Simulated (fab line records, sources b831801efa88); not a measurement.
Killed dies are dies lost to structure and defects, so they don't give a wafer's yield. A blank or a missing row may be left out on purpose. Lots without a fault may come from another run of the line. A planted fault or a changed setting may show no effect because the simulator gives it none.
Problem report in the 8D (eight disciplines) form, filled by code | flow gf180mcu | the parts of the form that need people (team, actions taken, sign-off) are left out

1. THE PROBLEM
run_length_s at GF_STI_WET_ETCH_26 reads a mean of 152 s on 3 wafers of 1 lot; wafers without a fault read 216 s with a standard deviation of 3.3. That is -19 standard deviations from the usual mean.
The step: etches SiO2 in dHF, target depth 94 nm, time 188 s.
First seen on wafer L959.1, day 5 18:49, on wet_bench-01. The record holds 15 wafers of 5 lots with a number at this step. Rule for "out", or "out of limits": more than 4 standard deviations from the usual mean. The other wafers with a number count as sound.

2. WHAT IT IS AND WHAT IT IS NOT
question                    | is                     | is not
which readings at this step | run_length_s           | -
which lots                  | L959                   | L944, L950, L956, L957
which wafers of those lots  | all that have a number | -
read on which tools         | wet_bench-01           | wet_bench-02, wet_bench-03
when                        | from day 5 18:49       | up to then (12 sound wafers)

3. SUSPECTS, AND WHAT RULES EACH OUT
Counting: a tool at a process step up to the reading stays a suspect if it ran every lot that is out and no sound lot after the first of them.
- rie_si-02 at GF_STI_ETCH_14 (etches Si in HBr/Cl2/O2, target depth 360 nm, time 102.9 s): kept. It ran the lot that is out, L959 (day 5 16:11), and no sound lot after that; its last sound lot up to then is L944 (day 2 20:03).
- plasma_asher-01 at GF_STI_STRIP_15 (strips in O2/N2): kept. It ran the lot that is out, L959 (day 5 16:16), and no sound lot after that; its last sound lot up to then is L957 (day 5 07:38).
- cmp-01 at GF_STI_CMP_25 (polishes, stops on Si3N4, t overpolish 33 s, target thk 524.6 nm): kept. It ran the lot that is out, L959 (day 5 18:34), and no sound lot after that; its last sound lot up to then is L957 (day 5 09:32).
- wet_bench-01 at GF_STI_WET_ETCH_26 (etches SiO2 in dHF, target depth 94 nm, time 188 s): kept. It ran the lot that is out, L959 (day 5 18:49), and no sound lot after that; its last sound lot up to then is L944 (day 2 22:22). Its own readings are out on those wafers: run_length_s.
Left after counting: rie_si-02 at GF_STI_ETCH_14, plasma_asher-01 at GF_STI_STRIP_15, cmp-01 at GF_STI_CMP_25, wet_bench-01 at GF_STI_WET_ETCH_26.

4. THE CAUSE (what the simulator had put in)
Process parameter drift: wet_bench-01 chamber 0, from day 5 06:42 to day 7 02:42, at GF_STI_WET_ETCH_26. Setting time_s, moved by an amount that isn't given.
Counting left 4 suspects, and this tool is among them.

5. THE CHAIN OF EFFECTS, in route order
Each row: a reading whose mean over the struck wafers that have a number lies more than 3 standard deviations from the usual. Only readings for which the record gives a usual standard deviation are gone through. hours: the time from each lot's start at the first step in this table that gives one to its start at this step, as a median over the lots. sigmas: the change in usual standard deviations.
hours | step               | reading      | usual | on struck wafers | change | sigmas
0     | GF_STI_WET_ETCH_26 | run_length_s | 216 s | 152              | -64    | -19
The process steps in it:
- GF_STI_WET_ETCH_26: etches SiO2 in dHF, target depth 94 nm, time 188 s.
Later measuring or inspecting steps at which every struck wafer that the step has a row for has a number for every such reading, and none has moved that far: GF_STI_THK_MEAS_30, GF_DNWELL_TW_MEAS_09, GF_NWELL_OVL_MEAS_07, GF_NWELL_TW_MEAS_11.

6. WHAT WOULD HAVE CAUGHT IT SOONER
In this record the first reading out of limits was taken at day 5 18:49, 12 hours after the fault began at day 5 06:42.
